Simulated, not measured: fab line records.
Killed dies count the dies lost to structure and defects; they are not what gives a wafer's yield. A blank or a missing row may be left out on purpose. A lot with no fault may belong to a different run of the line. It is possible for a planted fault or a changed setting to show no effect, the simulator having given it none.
Which of the tools did it? / flow sky130 / 12 lots, 36 wafers sampled, at 1 step of a route of 708

## WHAT THE GAUGES SHOWED, per wafer
SKY_VT_ADJUST_NCORE_TW_MEAS_11.
lot=L328; measured=day 8 20:55; on=film_metro-03; VT_ADJUST_NCORE_TW=223.1 220.4 220.2
lot=L329; measured=day 9 02:29; on=film_metro-02; VT_ADJUST_NCORE_TW=219.8 218.5 218.7
lot=L333; measured=day 10 09:04; on=film_metro-01; VT_ADJUST_NCORE_TW=218.7 217.7 218.0
lot=L334; measured=day 10 14:58; on=film_metro-02; VT_ADJUST_NCORE_TW=219.7 219.4 220.2
lot=L335; measured=day 10 22:10; on=film_metro-03; VT_ADJUST_NCORE_TW=220.8 221.0 222.1
lot=L336; measured=day 11 08:41; on=film_metro-03; VT_ADJUST_NCORE_TW=221.0 222.1 221.6
lot=L337; measured=day 11 10:19; on=film_metro-02; VT_ADJUST_NCORE_TW=220.3 219.8 221.0
lot=L344; measured=day 13 10:56; on=film_metro-02; VT_ADJUST_NCORE_TW=219.5 219.1 219.4
lot=L345; measured=day 13 17:34; on=film_metro-03; VT_ADJUST_NCORE_TW=221.8 220.1 221.1
lot=L347; measured=day 14 07:23; on=film_metro-03; VT_ADJUST_NCORE_TW=221.1 220.6 221.3
lot=L348; measured=day 14 16:47; on=film_metro-03; VT_ADJUST_NCORE_TW=220.1 221.0 221.8
lot=L349; measured=day 14 21:07; on=film_metro-02; VT_ADJUST_NCORE_TW=219.2 220.4 220.2

## WHAT TOOL EACH LOT RAN ON (gives the tool, then ch and the chambers of the sampled wafers, and finally the start)
No process step before these readings appears in the record.

## AS READ BY THE TOOLS THEMSELVES (means over the sampled wafers that have a number; for cases with no such wafer, the mark the record gives instead)
The record holds no such reading with a usual standard deviation.

## THE ANSWER, worked out from the rows above alone
Rule: usual is defined by the lots themselves. The widest of any qualifying gaps counts: lots, ordered by their means at a reading, are off when they make up no more than a third of the lots, leave a main group of 4 or more, and stand apart from it by 3 or more times the standard deviation of that group's means. A main group whose means are all the same, to the digits that the tables above print for the reading, isn't used. Also off: a lot with no number at a reading for which 4 or more lots have one. The other lots that the step has rows for count as sound. After the gauges, taken in route order, come the tools' own readings; for these a lot's mean is taken, as printed above. The first step at which some lot is off is used, and at that step the reading that is off furthest; a lot without a number counts as furthest.
Nothing can be told from this: no lot is off at any reading shown.

## WHAT WAS PUT IN BY THE SIMULATOR
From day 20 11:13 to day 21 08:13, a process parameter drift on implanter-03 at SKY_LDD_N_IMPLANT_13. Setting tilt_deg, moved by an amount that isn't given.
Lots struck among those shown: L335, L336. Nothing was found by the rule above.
